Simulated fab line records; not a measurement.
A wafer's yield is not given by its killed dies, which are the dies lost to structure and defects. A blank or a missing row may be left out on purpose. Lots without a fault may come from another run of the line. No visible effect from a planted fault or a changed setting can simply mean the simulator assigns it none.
Which of the tools did it? || flow sky130 || 14 lots, 42 wafers sampled, at 5 steps of a route of 708

== WHAT THE GAUGES SHOWED, per wafer ==
SKY_VT_ADJUST_NCORE_OVL_MEAS_08. Usual: VT_ADJUST_NCORE_OVL typically reads 0.8 nm, with standard deviation 1.3.
{"lot": "L291", "measured": "day 8 16:22", "on": "overlay-02", "VT_ADJUST_NCORE_OVL (nm)": "-1.3 -1.1 -1.9", "flag": ""}
{"lot": "L292", "measured": "day 8 20:28", "on": "overlay-02", "VT_ADJUST_NCORE_OVL (nm)": "0.7 -0.3 1.6", "flag": ""}
{"lot": "L293", "measured": "day 9 09:34", "on": "overlay-01", "VT_ADJUST_NCORE_OVL (nm)": "0.9 1.9 -0.2", "flag": ""}
{"lot": "L294", "measured": "day 9 14:37", "on": "overlay-01", "VT_ADJUST_NCORE_OVL (nm)": "0.6 2.0 2.7", "flag": ""}
{"lot": "L295", "measured": "day 9 20:01", "on": "overlay-01", "VT_ADJUST_NCORE_OVL (nm)": "1.6 0.0 1.2", "flag": ""}
{"lot": "L296", "measured": "day 10 02:31", "on": "overlay-01", "VT_ADJUST_NCORE_OVL (nm)": "1.5 1.9 1.3", "flag": ""}
{"lot": "L297", "measured": "day 10 07:47", "on": "overlay-02", "VT_ADJUST_NCORE_OVL (nm)": "-0.8 2.3 -0.5", "flag": ""}
{"lot": "L300", "measured": "day 11 08:52", "on": "overlay-01", "VT_ADJUST_NCORE_OVL (nm)": "2.0 0.8 0.9", "flag": ""}
{"lot": "L302", "measured": "day 11 17:35", "on": "overlay-02", "VT_ADJUST_NCORE_OVL (nm)": "0.7 1.6 1.5", "flag": ""}
{"lot": "L308", "measured": "day 13 12:55", "on": "overlay-01", "VT_ADJUST_NCORE_OVL (nm)": "-0.3 -1.5 0.9", "flag": ""}
{"lot": "L311", "measured": "day 14 09:58", "on": "overlay-01", "VT_ADJUST_NCORE_OVL (nm)": "1.7 -0.6 0.8", "flag": ""}
{"lot": "L312", "measured": "day 14 16:46", "on": "overlay-01", "VT_ADJUST_NCORE_OVL (nm)": "-1.7 0.2 0.0", "flag": ""}
{"lot": "L313", "measured": "day 15 06:58", "on": "overlay-02", "VT_ADJUST_NCORE_OVL (nm)": "0.3 0.0 0.4", "flag": ""}
{"lot": "L314", "measured": "day 15 11:03", "on": "overlay-02", "VT_ADJUST_NCORE_OVL (nm)": "2.5 2.6 1.3", "flag": ""}

SKY_SONOS_ONO_OVL_MEAS_14. Usual: SONOS_ONO_OVL typically reads 0.1 nm, with standard deviation 1.4.
{"lot": "L291", "measured": "day 12 20:49", "on": "overlay-01", "SONOS_ONO_OVL (nm)": "-0.4 0.4 1.8", "flag": ""}
{"lot": "L292", "measured": "day 12 22:55", "on": "overlay-01", "SONOS_ONO_OVL (nm)": "0.2 0.6 0.9", "flag": ""}
{"lot": "L293", "measured": "day 13 10:00", "on": "overlay-01", "SONOS_ONO_OVL (nm)": "-0.3 0.8 -1.0", "flag": ""}
{"lot": "L294", "measured": "day 13 17:28", "on": "overlay-01", "SONOS_ONO_OVL (nm)": "-0.8 -1.4 -1.4", "flag": ""}
{"lot": "L295", "measured": "day 13 22:46", "on": "overlay-02", "SONOS_ONO_OVL (nm)": "2.6 2.6 2.4", "flag": ""}
{"lot": "L296", "measured": "day 14 08:24", "on": "overlay-02", "SONOS_ONO_OVL (nm)": "-0.8 1.5 1.8", "flag": ""}
{"lot": "L297", "measured": "day 14 12:25", "on": "overlay-01", "SONOS_ONO_OVL (nm)": "0.4 1.9 2.8", "flag": ""}
{"lot": "L300", "measured": "day 15 19:55", "on": "overlay-01", "SONOS_ONO_OVL (nm)": "-0.3 0.7 -1.5", "flag": ""}
{"lot": "L302", "measured": "day 16 07:07", "on": "overlay-02", "SONOS_ONO_OVL (nm)": "2.3 1.0 1.2", "flag": ""}
{"lot": "L308", "measured": "day 18 07:58", "on": "overlay-01", "SONOS_ONO_OVL (nm)": "-0.5 -0.2 1.4", "flag": ""}
{"lot": "L311", "measured": "day 19 10:40", "on": "overlay-02", "SONOS_ONO_OVL (nm)": "-1.3 0.2 1.1", "flag": ""}
{"lot": "L312", "measured": "day 19 21:13", "on": "overlay-02", "SONOS_ONO_OVL (nm)": "-0.8 -0.8 0.1", "flag": ""}
{"lot": "L313", "measured": "day 20 10:46", "on": "overlay-02", "SONOS_ONO_OVL (nm)": "0.0 1.4 2.0", "flag": ""}
{"lot": "L314", "measured": "day 20 15:49", "on": "overlay-02", "SONOS_ONO_OVL (nm)": "1.1 0.6 -1.3", "flag": ""}

SKY_LDD_N_OVL_MEAS_07. Usual: LDD_N_OVL typically reads 1.8 nm, with standard deviation 1.4.
{"lot": "L291", "measured": "day 17 21:47", "on": "overlay-01", "LDD_N_OVL (nm)": "0.6 2.0 2.3", "flag": ""}
{"lot": "L292", "measured": "day 18 04:26", "on": "overlay-02", "LDD_N_OVL (nm)": "-0.6 -0.8 -2.3", "flag": ""}
{"lot": "L293", "measured": "day 18 15:02", "on": "overlay-01", "LDD_N_OVL (nm)": "0.6 0.4 1.7", "flag": ""}
{"lot": "L294", "measured": "day 18 23:38", "on": "overlay-02", "LDD_N_OVL (nm)": "2.9 3.5 3.3", "flag": ""}
{"lot": "L295", "measured": "day 19 04:09", "on": "overlay-02", "LDD_N_OVL (nm)": "3.2 2.1 4.9", "flag": ""}
{"lot": "L296", "measured": "day 19 12:23", "on": "overlay-02", "LDD_N_OVL (nm)": "-0.4 -0.5 1.8", "flag": ""}
{"lot": "L297", "measured": "day 19 21:44", "on": "overlay-02", "LDD_N_OVL (nm)": "-44.7 -47.0 -47.7 -44.3 -46.5 -47.1", "flag": "OFF"}
{"lot": "L300", "measured": "day 21 08:29", "on": "overlay-01", "LDD_N_OVL (nm)": "-47.3 -48.0 -46.4 -46.3 -47.8 -46.1", "flag": "OFF"}
{"lot": "L302", "measured": "day 21 17:00", "on": "overlay-02", "LDD_N_OVL (nm)": "2.1 3.9 0.0", "flag": ""}
{"lot": "L308", "measured": "day 23 22:23", "on": "overlay-02", "LDD_N_OVL (nm)": "2.2 1.4 2.9", "flag": ""}
{"lot": "L311", "measured": "day 24 21:44", "on": "overlay-01", "LDD_N_OVL (nm)": "0.7 0.6 2.4", "flag": ""}
{"lot": "L312", "measured": "day 25 06:17", "on": "overlay-01", "LDD_N_OVL (nm)": "1.9 1.4 2.2", "flag": ""}
{"lot": "L313", "measured": "day 25 21:56", "on": "overlay-02", "LDD_N_OVL (nm)": "3.2 4.0 2.6", "flag": ""}
{"lot": "L314", "measured": "day 26 03:44", "on": "overlay-01", "LDD_N_OVL (nm)": "4.5 2.6 1.9", "flag": ""}

SKY_LDD_HVN_OVL_MEAS_07. Usual: LDD_HVN_OVL typically reads -0.7 nm, with standard deviation 1.3.
{"lot": "L291", "measured": "day 20 11:44", "on": "overlay-02", "LDD_HVN_OVL (nm)": "-0.8 -2.2 0.5", "flag": ""}
{"lot": "L292", "measured": "day 20 21:29", "on": "overlay-02", "LDD_HVN_OVL (nm)": "-0.2 -1.4 -0.7", "flag": ""}
{"lot": "L293", "measured": "day 21 05:22", "on": "overlay-02", "LDD_HVN_OVL (nm)": "-2.7 -3.3 -0.6", "flag": ""}
{"lot": "L294", "measured": "day 21 15:05", "on": "overlay-02", "LDD_HVN_OVL (nm)": "-1.2 -0.9 0.4", "flag": ""}
{"lot": "L295", "measured": "day 21 18:18", "on": "overlay-01", "LDD_HVN_OVL (nm)": "-0.7 -1.4 -0.7", "flag": ""}
{"lot": "L296", "measured": "day 22 03:08", "on": "overlay-01", "LDD_HVN_OVL (nm)": "-2.0 -3.0 -3.1", "flag": ""}
{"lot": "L302", "measured": "day 24 06:57", "on": "overlay-01", "LDD_HVN_OVL (nm)": "0.5 -2.6 -2.4", "flag": ""}
{"lot": "L308", "measured": "day 26 10:49", "on": "overlay-01", "LDD_HVN_OVL (nm)": "-3.1 -0.9 -0.6", "flag": ""}
{"lot": "L311", "measured": "day 27 09:08", "on": "overlay-01", "LDD_HVN_OVL (nm)": "-2.0 0.1 0.1", "flag": ""}
{"lot": "L312", "measured": "day 27 17:42", "on": "overlay-02", "LDD_HVN_OVL (nm)": "0.9 0.6 0.0", "flag": ""}
{"lot": "L313", "measured": "day 28 09:17", "on": "overlay-01", "LDD_HVN_OVL (nm)": "-0.9 0.7 -1.2", "flag": ""}
{"lot": "L314", "measured": "day 28 13:05", "on": "overlay-02", "LDD_HVN_OVL (nm)": "-0.5 -0.5 -1.0", "flag": ""}

== TOOL THAT RAN EACH LOT (tool first, then ch and the chambers of the sampled wafers, then the start) ==
{"lot": "L291", "SKY_LDD_N_EXPOSE_04": "ilineStepper-02 ch 0, day 17 07:55"}
{"lot": "L292", "SKY_LDD_N_EXPOSE_04": "ilineStepper-02 ch 0, day 17 13:52"}
{"lot": "L293", "SKY_LDD_N_EXPOSE_04": "ilineStepper-01 ch 0, day 18 00:32"}
{"lot": "L294", "SKY_LDD_N_EXPOSE_04": "ilineStepper-01 ch 0, day 18 09:22"}
{"lot": "L295", "SKY_LDD_N_EXPOSE_04": "ilineStepper-01 ch 0, day 18 13:26"}
{"lot": "L296", "SKY_LDD_N_EXPOSE_04": "ilineStepper-01 ch 0, day 18 20:59"}
{"lot": "L297", "SKY_LDD_N_EXPOSE_04": "ilineStepper-01 ch 0, day 19 05:56"}
{"lot": "L300", "SKY_LDD_N_EXPOSE_04": "ilineStepper-01 ch 0, day 20 17:18"}
{"lot": "L302", "SKY_LDD_N_EXPOSE_04": "ilineStepper-02 ch 0, day 21 02:24"}
{"lot": "L308", "SKY_LDD_N_EXPOSE_04": "ilineStepper-02 ch 0, day 23 07:25"}
{"lot": "L311", "SKY_LDD_N_EXPOSE_04": "ilineStepper-02 ch 0, day 24 07:27"}
{"lot": "L312", "SKY_LDD_N_EXPOSE_04": "ilineStepper-02 ch 0, day 24 15:49"}
{"lot": "L313", "SKY_LDD_N_EXPOSE_04": "ilineStepper-02 ch 0, day 25 08:01"}
{"lot": "L314", "SKY_LDD_N_EXPOSE_04": "ilineStepper-02 ch 0, day 25 13:26"}
- SKY_LDD_N_EXPOSE_04: exposes mask NTM, target cd 840 nm.

== AS READ BY THE TOOLS THEMSELVES (means over the sampled wafers that have a number; for cases with no such wafer, the mark the record gives instead) ==
The record holds no such reading with a usual standard deviation.

== THE ANSWER, worked out from the rows above alone ==
Rule: take the mean of a lot's wafers that have a number; if it is more than 3 standard deviations from the usual mean, the lot is off. Also off: a lot with no number at a reading for which 4 or more lots have one. Any other lot the step has rows for is counted as sound. First the gauges in route order, then the tools' own readings, where a lot's mean is used as printed above. At the first step where some lot is off, the reading lying furthest off is the one used; lots without a number count as furthest.
Off: L297, L300, seen at SKY_LDD_N_OVL_MEAS_07 (LDD_N_OVL).
A tool fits if, at a process step before that reading, it ran every lot that is off, and no sound lot after the first of them. Gauges at SKY_LDD_N_OVL_MEAS_07: tried the same way as those tools. One candidate fits, namely ilineStepper-01 at SKY_LDD_N_EXPOSE_04. A fault onset in the window from L296 (day 18 20:59, its last sound lot) to L297 (day 19 05:56, its first lot off) fits.

== WHAT THE SIMULATOR PUT IN ==
Scanner matching overlay: ilineStepper-01, from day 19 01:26 on, at SKY_LDD_N_EXPOSE_04. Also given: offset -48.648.
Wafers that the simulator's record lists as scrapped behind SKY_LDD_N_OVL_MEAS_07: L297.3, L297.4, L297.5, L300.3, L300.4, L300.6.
Struck lots among those shown: L297, L300. The rule above reached the same finding.
